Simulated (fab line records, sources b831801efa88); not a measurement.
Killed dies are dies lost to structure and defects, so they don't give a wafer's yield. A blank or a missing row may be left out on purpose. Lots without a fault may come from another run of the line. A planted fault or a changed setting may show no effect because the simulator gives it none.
A struck lot beside a sound one | flow sky130 | 18 steps out of a route of 708
Sound: wafers L997.1, L997.4, L997.6. Struck: wafer L100.1. (L100.2, L100.5 of the same lot were not struck and are left out.) The cause comes at the end.
At each step with rows: each side's tool, then ch and its chambers, then its first start. Under that, the readings that differ: sound wafers | struck wafers | difference of the means | sigmas: that difference in standard deviations of wafers without a fault.
alike: readings whose means differ by less than 2 such deviations, and words and numbers that are the same on both sides. not compared: withheld readings, readings that some wafer has no value for, bounds like >300 that may hide the same value, and numbers for which the record gives no deviation and whose values overlap.
The two part at a step that has a row with sigmas, a row that says differs or no value, or rows on one side only. Numbers that don't overlap but have no deviation are shown without sigmas and don't part them. A reading that every wafer of one side lacks parts them only if that side has two wafers or more.

first, 2 steps without rows for these wafers: SKY_CONTACT_PEB_12; SKY_CONTACT_DEVELOP_13 (develop time 60 s).
SKY_CONTACT_CD_MEAS_14: target cd 170 nm.
  sound on cd_sem-01, day 33 20:39; struck on cd_sem-02, day 33 22:50
  alike: cd_nm
SKY_CONTACT_OVL_MEAS_15:
  sound on overlay-02, day 33 20:46; struck on overlay-01, day 33 22:58
  alike: CONTACT_OVL
SKY_CONTACT_ETCH_16: etches BARC in N2/H2, stops on SiO2, time 45.9 s, target depth 60 nm.
  sound on rie_diel-02 ch 0,2,3, day 33 20:49; struck on rie_diel-02 ch 2, day 33 22:59
  reading                        | sound                | struck | difference | sigmas
  chamber_pressure_mTorr (mTorr) | 29.977 30.008 29.939 | 30.036 | +0.061     | +2
  alike: drypump_motor_current_A, oes_product_au, throttle_valve_pct
  not compared: rf_hours_counter_h
SKY_CONTACT_ETCH_17: etches SiO2 in C4F8/O2/Ar, stops on Si3N4, target depth 340 nm.
  sound on rie_diel-02 ch 0,2,3, day 33 20:51; struck on rie_diel-02 ch 2, day 33 23:02
  alike: chamber_pressure_mTorr, oes_product_au
then, 1 step without rows for these wafers: SKY_CONTACT_ETCH_18 (etches Si3N4 in CHF3/O2, stops on TiN, time 39 s, target depth 75 nm).
SKY_CONTACT_STRIP_19: strips in O2/N2.
  sound on plasma_asher-02 ch 0,1, day 33 20:56; struck on plasma_asher-03 ch 0, day 33 23:07
  alike: chamber_pressure_mTorr, drypump_motor_current_A, oes_product_au, strip_time_to_endpoint_s
  not compared: rf_hours_counter_h
then, 3 steps without rows for these wafers: SKY_CONTACT_STRIP_20 (strips in post etch residue remover, time 1200 s); SKY_CONTACT_CLEAN_21 (cleans in IPA, time 180 s); SKY_CONTACT_CLEAN_22 (cleans in O3/DIW).
SKY_CONTACT_SPUTTER_23: material TiN, target thk 20 nm, time 80 s.
  sound on pvd_sputter-01, day 33 21:34; struck on pvd_sputter-03, day 33 23:44
  alike: chamber_pressure_pa, throttle_valve_pct
SKY_CONTACT_CVD_24: deposits W, target thk 340 nm, time 102.12 s.
  sound on cvd_w-01 ch 0,1, day 33 21:38; struck on cvd_w-02 ch 1, day 33 23:47
  reading                               | sound             | struck | difference | sigmas
  model.W_of_CONTACT_CVD_24.thk_nm (nm) | 343.3 336.6 338.1 | 407.5  | +68.2      |
  alike: chamber_pressure_Torr, heater_power_w
SKY_CONTACT_RS_MEAS_25: measures by four-point-probe.
  sound on film_metro-04, day 33 21:44; struck on film_metro-04, day 33 23:54
  reading               | sound                | struck | difference | sigmas
  CONTACT_W_RS (ohm/sq) | 0.3347 0.3410 0.3398 | 0.2811 | -0.0574    | -19
SKY_CONTACT_THK_MEAS_26: measures by xrf.
  sound on film_metro-04, day 33 21:52; struck on film_metro-04, day 34 00:01
  reading            | sound       | struck | difference | sigmas
  CONTACT_W_THK (nm) | 343 338 339 | 406    | +66        | +13
SKY_CONTACT_CMP_27: polishes, stops on SiO2, t overpolish 15 s, target thk 0 nm.
  sound on cmp-02 ch 0,2, day 33 21:55; struck on cmp-02 ch 3, day 34 00:08
  reading                | sound          | struck | difference | sigmas
  time_to_endpoint_s (s) | 83.1 81.8 83.3 | 98.2   | +15.5      | +7
  alike: motor_current_A
SKY_METAL1_SPUTTER_00: material Ti, target thk 15 nm, time 10 s.
  sound on pvd_sputter-03, day 33 22:13; struck on pvd_sputter-04, day 34 00:23
  alike: chamber_pressure_pa, throttle_valve_pct
-- the record jumps here: 14 days lie between the struck wafers' starts before and after (it left off in module METAL1 and takes up again in module PAD_OPEN, whose first step shown is number 708 of the route) --
SKY_PAD_OPEN_PROBE_99:
  the record has rows for the struck wafers here (prober-02, day 47 16:20) and none for the sound ones

WHERE THEY PART
First at SKY_CONTACT_ETCH_16; last, within this record, at SKY_PAD_OPEN_PROBE_99.

WHY: what the simulator had put in
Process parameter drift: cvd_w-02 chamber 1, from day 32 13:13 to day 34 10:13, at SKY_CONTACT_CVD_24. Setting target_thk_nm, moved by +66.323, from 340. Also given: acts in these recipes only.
